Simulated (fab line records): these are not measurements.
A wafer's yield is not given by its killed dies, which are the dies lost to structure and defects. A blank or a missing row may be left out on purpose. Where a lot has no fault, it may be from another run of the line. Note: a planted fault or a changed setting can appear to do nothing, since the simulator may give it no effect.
Which tool did it? / flow gf180mcu / Sampling: 6 lots, 18 wafers, 3 of 602 route steps

## WHAT THE GAUGES READ, wafer by wafer
GF_SALICIDE_RS_MEAS_04: uses a four-point probe to measure.
lot=L237; measured=day 15 22:52; on=film-metro-03; SALICIDE_TIN_RS (ohm/sq)=16.0 16.0 16.0
lot=L239; measured=day 16 16:43; on=film-metro-03; SALICIDE_TIN_RS (ohm/sq)=15.9 16.0 15.8
lot=L243; measured=day 18 08:49; on=film-metro-03; SALICIDE_TIN_RS (ohm/sq)=16.0 16.3 16.5
lot=L248; measured=day 19 22:29; on=film-metro-01; SALICIDE_TIN_RS (ohm/sq)=17.7 17.6 17.4
lot=L255; measured=day 22 11:19; on=film-metro-02; SALICIDE_TIN_RS (ohm/sq)=16.6 16.5 16.8
lot=L258; measured=day 23 10:26; on=film-metro-02; SALICIDE_TIN_RS (ohm/sq)=17.1 16.8 17.0

## WHICH TOOL RAN EACH LOT (tool, then ch and the chambers of the sampled wafers, then the start)
lot=L237; GF_VT_IMPLANT_STRIP_09=plasma-asher-03 ch 0, day 6 03:24; GF_SALICIDE_SPUTTER_02=pvd-sputter-01, day 15 22:49
lot=L239; GF_VT_IMPLANT_STRIP_09=plasma-asher-01 ch 0,1, day 6 15:09; GF_SALICIDE_SPUTTER_02=pvd-sputter-02, day 16 16:40
lot=L243; GF_VT_IMPLANT_STRIP_09=plasma-asher-01 ch 0,1, day 7 19:00; GF_SALICIDE_SPUTTER_02=pvd-sputter-01, day 18 08:45
lot=L248; GF_VT_IMPLANT_STRIP_09=plasma-asher-01 ch 0,1, day 8 22:27; GF_SALICIDE_SPUTTER_02=pvd-sputter-01, day 19 22:26
lot=L255; GF_VT_IMPLANT_STRIP_09=plasma-asher-04 ch 0,1, day 10 21:59; GF_SALICIDE_SPUTTER_02=pvd-sputter-02, day 22 11:14
lot=L258; GF_VT_IMPLANT_STRIP_09=plasma-asher-04 ch 0,1, day 11 14:57; GF_SALICIDE_SPUTTER_02=pvd-sputter-02, day 23 10:23
- GF_VT_IMPLANT_STRIP_09: strips in O2/N2.
- GF_SALICIDE_SPUTTER_02: material Co, target thk 10 nm, time 20 s.

## THE ANSWER, worked out from the rows above alone
Rule: the lots themselves supply what counts as usual. The widest of any qualifying gaps counts: lots, ordered by their means at a reading, are off when they make up no more than a third of the lots, leave a main group of 4 or more, and stand apart from it by 3 or more times the standard deviation of that group's means. A main group is skipped when, at the precision printed for the reading in the tables above, its means are all equal. A lot without any number at a reading at which 4 lots or more have one is off too. Any other lot the step has rows for is counted as sound.
Nothing can be told from this: no lot is off at any reading shown.

## WHAT WAS PUT IN BY THE SIMULATOR
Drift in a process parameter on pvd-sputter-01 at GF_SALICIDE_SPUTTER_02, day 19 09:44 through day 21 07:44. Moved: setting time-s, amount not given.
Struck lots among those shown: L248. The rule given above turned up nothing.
